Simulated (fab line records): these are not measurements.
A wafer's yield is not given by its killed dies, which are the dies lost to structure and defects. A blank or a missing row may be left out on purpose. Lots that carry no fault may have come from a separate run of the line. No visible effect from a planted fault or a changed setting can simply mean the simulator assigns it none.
Matching of chambers    flow gf180mcu    4 sister chambers for GF_V2_CMP_04 on cmp-02
The step polishes SiO2. 4 wafers are shown with their chamber, then 12 later ones without.

== WAFERS PAIRED WITH THEIR CHAMBERS ==
wafer   chamber  motor-current-A (A)
L087.2  3        11.4
L087.5  1        14.6
L089.3  2        11.6
L089.6  0        11.8

== WAFERS WHOSE CHAMBER IS MISSING ==
wafer   motor-current-A (A)
L090.1  11.9
L090.2  11.2
L090.3  11.7
L093.2  11.7
L093.3  13.5
L093.4  11.2
L095.1  14.1
L095.3  10.8
L095.5  12.4
L097.3  11.5
L097.4  13.6
L097.5  11.4

== WHICH CHAMBER EACH ONE RAN IN ==
wafer   from the rows above                in truth
L090.1  can't be placed: 0 or 2 or 3       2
L090.2  can't be placed: 3 or 2 or 0       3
L090.3  can't be placed: 2 or 0 or 3       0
L093.2  can't be placed: 2 or 0 or 3       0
L093.3  can't be placed: 1 or 0 or 2 or 3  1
L093.4  can't be placed: 3 or 2 or 0       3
L095.1  1                                  1
L095.3  can't be placed: 3 or 2 or 0       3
L095.5  can't be placed: 0 or 2 or 3       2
L097.3  can't be placed: 2 or 3 or 0       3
L097.4  can't be placed: 1 or 0 or 2       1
L097.5  can't be placed: 3 or 2 or 0       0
Correct placement for 1 of the 12. Unplaceable from these rows: 11, with the true chamber sitting among the candidates in 11. Placed wrongly: 0.
How it was worked out, from the rows above alone: a wafer's distance from a chamber is the root of the sum, over the readings, of the square of ((its reading less the chamber's mean) divided by the reading's scatter). If the next closest chamber is less than 2 further off than the closest, the wafer can't be placed; otherwise it belongs to the closest. Each chamber's mean is taken over the wafers shown for it. The scatter (one wafer shown for each chamber): square how far every hidden wafer sits from the nearest shown wafer, average those squares and take the square root.
